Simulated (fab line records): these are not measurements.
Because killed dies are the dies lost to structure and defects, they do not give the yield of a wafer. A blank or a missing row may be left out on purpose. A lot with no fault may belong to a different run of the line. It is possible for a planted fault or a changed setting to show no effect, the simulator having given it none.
fab line records	flow gf180mcu	part 1 of 2: steps 1 to 42 of 43
record: lots: 6	wafers: 18	lastDay: 33
route steps=602 shown V3@439 M4@456 V4@476 PASSIVATION@602
lots with no fault: from the same line, run without faults
startH: the number of hours between the record's first day and the start of the first shown wafer of the lot	waitH: how many hours have passed since the lot's step before this one	" the same as in the row above	L1.1+2: several wafers, shown together as one row	- no value present, or no start provided	* or withheld: withheld	< > ~ a bound
route shown NAME@n: a module of which the file shows steps, and the number in the route of the first	usual: mean/standard deviation of fault-free wafers	same: alike in all rows	chamber/n: place in a boat	sites: per-site readings	_std_site: the values' standard deviation	_edge_site: the outer-site mean with the inner-site mean subtracted	radiusMm: for every site, how far away it sits from the centre of the wafer	mask NAME#n: copy n	behind: the most recent tool/chamber to have shaped the wafer	hold: why the lot went on hold/how many hours it stayed there/how the hold came to an end	device: which transistor (n, p or np) failed to switch	end of line: the route-end tests of the same wafers	a step without rows: its recipe alone	killed: the dies lost at the first sort to structure and to defects; this is not the yield of the wafer	map: dies across one wafer; x = killed, . = not, _ = none there
set.NAME: setting as actually run; set.NAME@STEP: the setting as run at that earlier step	model.NAME: the simulator's own value behind a step, which no gauge read
certain route steps with their lots: each step a table, each wafer a row
services: a tool's chamber out of use, with start hour (startH, from the record's first day; less than 0 if before it), hours out, and reason
== steps ==
step: GF_V3_SOFTBAKE_10
recipe: tempC: 130	timeS: 60	resist: KrF
step: GF_V3_EXPOSE_11
recipe: maskId: Via3	targetCdNm: 260	na: 0.68	sourceShape: conventional	sigmaOuter: 0.6	doseMj: 38
step: GF_V3_PEB_12
recipe: pebTempC: 135	pebTimeS: 90	resist: KrF
step: GF_V3_DEVELOP_13
recipe: developTimeS: 60	resist: KrF	devTempC: 21
step: GF_V3_CD_MEAS_14
recipe: targetCdNm: 260
usual: cdNm: 260.0/1.2
lot.wafer	tool	chamber	startH	waitH	cdNm
L502.3	cdSem-02	-	523.55	0.1	259.5
L502.5	"	-	"	"	258.9
L502.6	"	-	"	"	259.4
L512.1	cdSem-01	-	613.65	0.1	259.7
L512.2	"	-	"	"	261.1
L512.3	"	-	"	"	261.5
L515.2	cdSem-01	-	638.90	0.1	260.3
L515.3	"	-	"	"	260.3
L515.6	"	-	"	"	259.7
L516.1	cdSem-02	-	644.06	0.1	258.7
L516.4	"	-	"	"	260.0
L516.6	"	-	"	"	258.3
L517.1	cdSem-02	-	649.16	0.1	258.7
L517.3	"	-	"	"	259.5
L517.5	"	-	"	"	260.1
L520.1	cdSem-02	-	666.76	0.1	259.8
L520.2	"	-	"	"	258.9
L520.5	"	-	"	"	258.7
step: GF_V3_OVL_MEAS_15
usual: V3_OVL: 3/5.1
lot.wafer	tool	chamber	startH	waitH	V3_OVL[nm]
L502.3	overlay-02	-	523.64	0.1	-1
L502.5	"	-	"	"	-5
L502.6	"	-	"	"	5
L512.1	overlay-02	-	613.77	0.1	0
L512.2	"	-	"	"	5
L512.3	"	-	"	"	2
L515.2	overlay-01	-	639.01	0.1	12
L515.3	"	-	"	"	5
L515.6	"	-	"	"	7
L516.1	overlay-01	-	644.18	0.1	-11
L516.4	"	-	"	"	-8
L516.6	"	-	"	"	-8
L517.1	overlay-01	-	649.28	0.1	1
L517.3	"	-	"	"	6
L517.5	"	-	"	"	3
L520.1	overlay-01	-	666.88	0.1	7
L520.2	"	-	"	"	10
L520.5	"	-	"	"	4
step: GF_V3_ETCH_16
recipe: chemistry: N2/H2	targetDepthA: withheld	overetchA: withheld	timeS: withheld	target: BARC	ionEnergyEv: 200	sourceW: 500	biasW: 100	pressureMtorr: 30	n2FlowSccm: 100	h2FlowSccm: 200
step: GF_V3_ETCH_17
recipe: chemistry: C4F8/O2/Ar	maskMaterial: KrF	target: SiO2	stopOn: TiN	sourceW: 1500	biasW: 1200	pressureMtorr: 40	c4f8FlowSccm: withheld	O2_flow_sccm: 6	Ar_flow_sccm: 300	timeS: withheld	targetDepthA: 6350
step: GF_V3_STRIP_18
recipe: chemistry: O2/N2	powerW: 1400	pressureMtorr: 1500	platenTempC: 250	o2FlowSccm: 3000	n2FlowSccm: 300	overashFraction: 0.5
step: GF_V3_STRIP_19
recipe: chemistry: postEtchResidueRemover	timeS: 1200	tempC: 72.5
step: GF_V3_CLEAN_20
recipe: chemistry: DIW	dry: n2Spin
step: GF_V3_SPUTTER_21
recipe: material: Ti	targetThkNm: 15	chamberPressurePa: 5	powerW: 2500	substrateTempC: 200	timeS: 80.02
usual: chamberPressurePa: 5.000/0.0095	throttleValvePct: 29.7/0.94
same: timeS: 80.02
lot.wafer	tool	chamber	startH	waitH	chamberPressurePa	throttleValvePct
L502.3	pvdSputter-01	-	524.36	0.0	5.012	30.0
L502.5	"	-	"	"	4.988	29.7
L502.6	"	-	"	"	4.997	29.5
L512.1	pvdSputter-01	-	614.56	0.0	4.971	30.3
L512.2	"	-	"	"	4.999	31.3
L512.3	"	-	"	"	5.005	29.8
L515.2	pvdSputter-01	-	639.77	0.0	5.007	30.3
L515.3	"	-	"	"	5.015	29.4
L515.6	"	-	"	"	4.986	31.5
L516.1	pvdSputter-03	-	644.90	0.0	4.998	29.0
L516.4	"	-	"	"	5.006	28.6
L516.6	"	-	"	"	5.001	28.9
L517.1	pvdSputter-02	-	649.98	0.0	5.015	30.1
L517.3	"	-	"	"	4.999	30.2
L517.5	"	-	"	"	4.997	29.2
L520.1	pvdSputter-03	-	667.70	0.0	4.993	30.0
L520.2	"	-	"	"	4.993	30.4
L520.5	"	-	"	"	4.999	30.0
step: GF_V3_SPUTTER_22
recipe: material: TiN	targetThkNm: 10	chamberPressurePa: 5	powerW: 4000	timeS: 40
usual: chamberPressurePa: 5.002/0.0097	throttleValvePct: 29.7/0.98
same: timeS: 40
lot.wafer	tool	chamber	startH	waitH	chamberPressurePa	throttleValvePct
L502.3	pvdSputter-01	-	524.42	0.0	5.006	30.1
L502.5	"	-	"	"	5.004	30.0
L502.6	"	-	"	"	4.999	29.8
L512.1	pvdSputter-01	-	614.62	0.0	4.999	30.1
L512.2	"	-	"	"	5.001	31.4
L512.3	"	-	"	"	5.009	29.7
L515.2	pvdSputter-01	-	639.83	0.0	5.015	30.3
L515.3	"	-	"	"	4.983	29.6
L515.6	"	-	"	"	5.011	31.6
L516.1	pvdSputter-03	-	644.96	0.0	4.984	28.7
L516.4	"	-	"	"	5.008	28.5
L516.6	"	-	"	"	4.976	28.6
L517.1	pvdSputter-02	-	650.04	0.0	5.015	30.3
L517.3	"	-	"	"	4.992	30.2
L517.5	"	-	"	"	5.026	29.0
L520.1	pvdSputter-03	-	667.76	0.0	5.020	29.9
L520.2	"	-	"	"	5.006	30.2
L520.5	"	-	"	"	5.025	29.7
step: GF_V3_CVD_23
recipe: material: W	targetThkNm: 350	timeS: 104.9	tempC: 400	pressureTorr: 40
step: GF_V3_RS_MEAS_24
recipe: thkMeasGauge: four-point-probe	reads: W_of_V3_CVD_23+TiN_of_V3_SPUTTER_22+Ti_of_V3_SPUTTER_21
usual: V3_W_RS: 0.327/0.004
lot.wafer	tool	chamber	startH	waitH	V3_W_RS[ohm/sq]
L502.3	filmMetro-01	-	524.61	0.1	0.319
L502.5	"	-	"	"	0.316
L502.6	"	-	"	"	0.324
L512.1	filmMetro-04	-	614.77	0.1	0.323
L512.2	"	-	"	"	0.322
L512.3	"	-	"	"	0.318
L515.2	filmMetro-01	-	640.00	0.1	0.321
L515.3	"	-	"	"	0.321
L515.6	"	-	"	"	0.319
L516.1	filmMetro-01	-	645.11	0.1	0.331
L516.4	"	-	"	"	0.323
L516.6	"	-	"	"	0.327
L517.1	filmMetro-01	-	650.19	0.1	0.327
L517.3	"	-	"	"	0.330
L517.5	"	-	"	"	0.332
L520.1	filmMetro-02	-	667.91	0.1	0.328
L520.2	"	-	"	"	0.327
L520.5	"	-	"	"	0.332
step: GF_V3_THK_MEAS_25
recipe: thkMeasGauge: xrf	reads: W_of_V3_CVD_23
usual: V3_W_THK: 349/5.5
lot.wafer	tool	chamber	startH	waitH	V3_W_THK[nm]
L502.3	filmMetro-01	-	524.71	0.1	360
L502.5	"	-	"	"	363
L502.6	"	-	"	"	353
L512.1	filmMetro-04	-	614.89	0.1	359
L512.2	"	-	"	"	361
L512.3	"	-	"	"	364
L515.2	filmMetro-01	-	640.11	0.1	353
L515.3	"	-	"	"	351
L515.6	"	-	"	"	355
L516.1	filmMetro-01	-	645.23	0.1	343
L516.4	"	-	"	"	349
L516.6	"	-	"	"	345
L517.1	filmMetro-01	-	650.31	0.1	347
L517.3	"	-	"	"	343
L517.5	"	-	"	"	342
L520.1	filmMetro-02	-	668.03	0.1	346
L520.2	"	-	"	"	346
L520.5	"	-	"	"	342
step: GF_V3_CMP_26
recipe: stopOn: SiO2	downForcePsi: 3.5	platenRpm: 60	tOverpolishS: 15	targetThkNm: 0	padVelocityMS: 0.94248
usual: motorCurrentA: 12.2/1	overpolishRunS: 14.999/0.0085	timeToEndpointS: 85.4/2.8
same: tOverpolishS: 15
lot.wafer	tool	chamber	startH	waitH	motorCurrentA	overpolishRunS	timeToEndpointS
L502.3	cmp-01	1	524.90	0.2	11.1	15.007	86.8
L502.5	"	2	"	"	12.0	15.013	85.4
L502.6	"	3	"	"	10.3	15.007	85.3
L512.2	cmp-02	1	615.00	0.1	13.7	15.003	86.0
L512.1	"	2	"	"	13.0	15.008	87.3
L512.3	"	3	"	"	11.4	14.982	90.1
L515.2	cmp-02	0	640.16	0.0	11.9	15.005	85.3
L515.3	"	1	"	"	13.1	15.005	86.1
L515.6	"	1	"	"	13.0	14.979	85.9
L516.1	cmp-02	1	645.34	0.1	13.5	15.000	80.7
L516.4	"	2	"	"	12.8	14.996	86.1
L516.6	"	1	"	"	13.2	15.000	86.1
L517.1	cmp-02	2	650.42	0.1	12.8	15.000	89.4
L517.3	"	0	"	"	12.6	14.995	87.5
L517.5	"	2	"	"	12.6	15.001	87.7
L520.2	cmp-02	1	668.09	0.0	12.6	15.006	88.2
L520.1	"	3	"	"	11.3	14.989	86.5
L520.5	"	1	"	"	13.3	15.004	87.4
step: GF_M4_SPUTTER_00
recipe: material: Ti	targetThkNm: 37.5	arrivingIonEnergyEv: 80	substrateTempC: 200	chamberPressurePa: 2	powerW: 4000	timeS: 150
step: GF_M4_SPUTTER_01
recipe: material: TiN	targetThkNm: 30	powerW: 6500	timeS: 25	chamberPressurePa: 0.4
usual: chamberPressurePa: 0.4000/0.00092	throttleValvePct: 29.2/0.78
same: timeS: 25
lot.wafer	tool	chamber	startH	waitH	chamberPressurePa	throttleValvePct
L502.3	pvdSputter-03	-	525.15	0.1	0.4006	30.2
L502.5	"	-	"	"	0.3990	28.8
L502.6	"	-	"	"	0.4009	30.2
L512.1	pvdSputter-04	-	615.35	0.1	0.3988	27.7
L512.2	"	-	"	"	0.4001	28.8
L512.3	"	-	"	"	0.3995	29.7
L515.2	pvdSputter-03	-	640.56	0.1	0.4004	28.8
L515.3	"	-	"	"	0.3996	29.9
L515.6	"	-	"	"	0.3999	28.8
L516.1	pvdSputter-02	-	645.69	0.1	0.3984	27.5
L516.4	"	-	"	"	0.3995	29.2
L516.6	"	-	"	"	0.4007	30.1
L517.1	pvdSputter-03	-	650.77	0.1	0.3987	30.0
L517.3	"	-	"	"	0.3999	29.6
L517.5	"	-	"	"	0.3993	28.6
L520.1	pvdSputter-04	-	668.49	0.1	0.4010	27.8
L520.2	"	-	"	"	0.4007	29.8
L520.5	"	-	"	"	0.4011	28.9
step: GF_M4_SPUTTER_02
recipe: material: AlCu	targetThkNm: 450	powerW: 10600	timeS: 23.9	chamberPressurePa: 0.4
step: GF_M4_SPUTTER_03
recipe: material: Ti	targetThkNm: 10	substrateTempC: 300	chamberPressurePa: 0.3	powerW: 3000	timeS: 6.7
step: GF_M4_SPUTTER_04
recipe: material: TiN	targetThkNm: 50	powerW: 6500	timeS: 41.7	chamberPressurePa: 0.4
step: GF_M4_RS_MEAS_05
recipe: thkMeasGauge: four-point-probe	reads: TiN_of_M4_SPUTTER_04+Ti_of_M4_SPUTTER_03+AlCu_of_M4_SPUTTER_02+TiN_of_M4_SPUTTER_01+Ti_of_M4_SPUTTER_00
usual: M4_ALCU_RS: 0.0695/0.0006
lot.wafer	tool	chamber	startH	waitH	M4_ALCU_RS[ohm/sq]
L502.3	filmMetro-01	-	525.31	0.1	0.0696
L502.5	"	-	"	"	0.0692
L502.6	"	-	"	"	0.0696
L512.1	filmMetro-04	-	615.47	0.0	0.0702
L512.2	"	-	"	"	0.0695
L512.3	"	-	"	"	0.0697
L515.2	filmMetro-01	-	640.70	0.0	0.0694
L515.3	"	-	"	"	0.0689
L515.6	"	-	"	"	0.0688
L516.1	filmMetro-01	-	645.81	0.0	0.0697
L516.4	"	-	"	"	0.0689
L516.6	"	-	"	"	0.0694
L517.1	filmMetro-01	-	650.89	0.0	0.0698
L517.3	"	-	"	"	0.0698
L517.5	"	-	"	"	0.0700
L520.1	filmMetro-01	-	668.61	0.0	0.0695
L520.2	"	-	"	"	0.0686
L520.5	"	-	"	"	0.0691
step: GF_M4_THK_MEAS_06
recipe: thkMeasGauge: xrf	reads: AlCu_of_M4_SPUTTER_02
usual: M4_ALCU_THK: 451/4
lot.wafer	tool	chamber	startH	waitH	M4_ALCU_THK[nm]
L502.3	filmMetro-01	-	525.41	0.1	452
L502.5	"	-	"	"	456
L502.6	"	-	"	"	454
L512.1	filmMetro-04	-	615.59	0.1	449
L512.2	"	-	"	"	453
L512.3	"	-	"	"	450
L515.2	filmMetro-01	-	640.81	0.1	451
L515.3	"	-	"	"	456
L515.6	"	-	"	"	456
L516.1	filmMetro-01	-	645.93	0.1	450
L516.4	"	-	"	"	451
L516.6	"	-	"	"	451
L517.1	filmMetro-01	-	651.01	0.1	451
L517.3	"	-	"	"	451
L517.5	"	-	"	"	448
L520.1	filmMetro-01	-	668.73	0.1	452
L520.2	"	-	"	"	458
L520.5	"	-	"	"	452
step: GF_M4_DEHYDRATE_07
recipe: tempC: 200	timeS: 60
step: GF_M4_HMDS_08
recipe: primeTimeS: 60	primeTempC: 120
step: GF_M4_COAT_09
recipe: resist: KrF	spinRpm: withheld	resistThkNm: 1000
step: GF_M4_SOFTBAKE_10
recipe: tempC: 130	timeS: 60	resist: KrF
step: GF_M4_EXPOSE_11
recipe: maskId: Metal4	targetCdNm: 280	na: 0.68	sourceShape: conventional	sigmaOuter: 0.6	doseMj: 28
step: GF_M4_PEB_12
recipe: pebTempC: 135	pebTimeS: 90	resist: KrF
step: GF_M4_DEVELOP_13
recipe: developTimeS: 60	devTempC: 21
step: GF_M4_CD_MEAS_14
recipe: targetCdNm: 280
usual: cdNm: 280.0/1.2
lot.wafer	tool	chamber	startH	waitH	cdNm
L502.3	cdSem-01	-	547.70	0.1	279.7
L502.5	"	-	"	"	278.8
L502.6	"	-	"	"	279.1
L512.1	cdSem-01	-	635.96	0.1	280.3
L512.2	"	-	"	"	280.4
L512.3	"	-	"	"	281.0
L515.2	cdSem-01	-	660.75	0.1	280.8
L515.3	"	-	"	"	281.3
L515.6	"	-	"	"	281.1
L516.1	cdSem-01	-	665.38	0.1	281.3
L516.4	"	-	"	"	281.4
L516.6	"	-	"	"	280.2
L517.1	cdSem-02	-	670.70	0.2	278.3
L517.3	"	-	"	"	280.0
L517.5	"	-	"	"	278.7
L520.1	cdSem-01	-	687.38	0.1	280.0
L520.2	"	-	"	"	278.4
L520.5	"	-	"	"	281.0
step: GF_M4_OVL_MEAS_15
usual: M4_OVL: 2/5.2
lot.wafer	tool	chamber	startH	waitH	M4_OVL[nm]
L502.3	overlay-01	-	547.79	0.1	1
L502.5	"	-	"	"	2
L502.6	"	-	"	"	10
L512.1	overlay-02	-	636.08	0.1	0
L512.2	"	-	"	"	-4
L512.3	"	-	"	"	-6
L515.2	overlay-01	-	660.86	0.1	0
L515.3	"	-	"	"	1
L515.6	"	-	"	"	6
L516.1	overlay-01	-	665.50	0.1	13
L516.4	"	-	"	"	5
L516.6	"	-	"	"	2
L517.1	overlay-01	-	670.82	0.1	3
L517.3	"	-	"	"	6
L517.5	"	-	"	"	4
L520.1	overlay-01	-	687.50	0.1	-2
L520.2	"	-	"	"	-7
L520.5	"	-	"	"	-3
step: GF_M4_METAL_ETCH_16
recipe: chemistry: Cl2/BCl3	maskMaterial: KrF	targetDepthNm: 750.8	stopOn: SiO2	pressureMtorr: 8	icpW: 800	biasW: 140	Cl2_flow_sccm: 80	bcl3FlowSccm: 40	timeS: 125.1
step: GF_M4_STRIP_17
recipe: chemistry: O2/N2	powerW: 1400	pressureMtorr: 1500	platenTempC: 250	o2FlowSccm: 3000	n2FlowSccm: 300	overashFraction: 0.5
step: GF_M4_STRIP_18
recipe: chemistry: postEtchResidueRemover	timeS: 1200	tempC: 72.5
step: GF_M4_CLEAN_19
recipe: chemistry: DIW	dry: n2Spin
step: GF_V4_CVD_00
recipe: material: SiO2	targetThkNm: 600	sigmaOpenFrac: 0.3	tempC: 400	timeS: 100	sih4FlowSccm: 60	pressureMtorr: 6
step: GF_V4_THK_MEAS_01
recipe: reads: SiO2_of_V4_CVD_00
usual: V4_CVD_00_THK: 604/5.4
lot.wafer	tool	chamber	startH	waitH	V4_CVD_00_THK[nm]
L502.3	filmMetro-02	-	548.57	0.1	603
L502.5	"	-	"	"	601
L502.6	"	-	"	"	602
L512.1	filmMetro-02	-	636.91	0.1	595
L512.2	"	-	"	"	598
L512.3	"	-	"	"	601
L515.2	filmMetro-04	-	661.64	0.0	608
L515.3	"	-	"	"	601
L515.6	"	-	"	"	608
L516.1	filmMetro-02	-	666.30	0.0	602
L516.4	"	-	"	"	605
L516.6	"	-	"	"	605
L517.1	filmMetro-03	-	671.59	0.0	607
L517.3	"	-	"	"	606
L517.5	"	-	"	"	611
L520.1	filmMetro-02	-	688.40	0.0	608
L520.2	"	-	"	"	601
L520.5	"	-	"	"	614
step: GF_V4_CVD_02
recipe: material: SiO2	targetThkNm: 850	precursor: TEOS	tempC: 400	timeS: 94.851	rfW: 600
usual: heaterPowerW: 653/98	rfFwdPowerW: 596.3/2
same: timeS: 94.851
lot.wafer	tool	chamber	startH	waitH	heaterPowerW	rfFwdPowerW
L502.3	pecvd-03	0	548.61	0.0	766	597.0
L502.5	"	0	"	"	628	597.0
L502.6	"	2	"	"	494	599.8
L512.1	pecvd-04	2	636.97	0.1	525	597.1
L512.2	"	1	"	"	717	598.4
L512.3	"	1	"	"	774	598.8
L515.2	pecvd-03	1	661.69	0.0	722	593.5
L515.3	"	0	"	"	641	597.5
L515.6	"	1	"	"	755	596.1
L516.1	pecvd-04	2	666.36	0.1	560	596.6
L516.4	"	0	"	"	593	590.8
L516.6	"	1	"	"	796	601.0
L517.1	pecvd-03	2	671.65	0.1	616	598.2
L517.3	"	2	"	"	644	595.8
L517.5	"	1	"	"	685	594.7
L520.1	pecvd-04	0	688.46	0.1	626	595.2
L520.2	"	1	"	"	825	596.6
L520.5	"	2	"	"	566	597.9
step: GF_V4_THK_MEAS_03
recipe: reads: SiO2_of_V4_CVD_02
usual: V4_CVD_02_THK: 849/11
lot.wafer	tool	chamber	startH	waitH	V4_CVD_02_THK[nm]
L502.3	filmMetro-03	-	548.70	0.1	846
L502.5	"	-	"	"	864
L502.6	"	-	"	"	863
L512.1	filmMetro-02	-	637.07	0.1	850
L512.2	"	-	"	"	850
L512.3	"	-	"	"	846
L515.2	filmMetro-03	-	661.77	0.0	838
L515.3	"	-	"	"	843
L515.6	"	-	"	"	852
L516.1	filmMetro-03	-	666.43	0.0	861
L516.4	"	-	"	"	865
L516.6	"	-	"	"	853
L517.1	filmMetro-03	-	671.76	0.1	842
L517.3	"	-	"	"	868
L517.5	"	-	"	"	859
L520.1	filmMetro-03	-	688.53	0.0	827
L520.2	"	-	"	"	839
L520.5	"	-	"	"	852
step: GF_V4_CMP_04
recipe: material: SiO2	downForcePsi: 4	platenRpm: 60	padVelocityMS: 0.94248
usual: motorCurrentA: 13.0/1.3	timeToEndpointS: 81/4.8
lot.wafer	tool	chamber	startH	waitH	motorCurrentA	timeToEndpointS
L502.3	cmp-02	1	548.79	0.1	15.2	80
L502.6	"	0	"	"	12.9	86
L502.5	"	1	"	"	13.7	84
L512.1	cmp-01	1	637.32	0.2	11.4	76
L512.2	"	2	"	"	12.3	77
L512.3	"	0	"	"	14.4	75
L515.2	cmp-02	0	661.82	0.0	14.2	78
L515.3	"	1	"	"	14.5	79
L515.6	"	1	"	"	15.0	85
L516.1	cmp-02	1	666.54	0.1	14.5	88
L516.4	"	2	"	"	14.4	93
L516.6	"	1	"	"	14.4	84
L517.3	cmp-01	3	671.87	0.1	10.9	84
L517.1	"	0	"	"	14.4	78
L517.5	"	2	"	"	13.1	80
L520.1	cmp-01	1	688.59	0.1	11.3	70
L520.2	"	2	"	"	12.2	76
L520.5	"	2	"	"	12.7	82
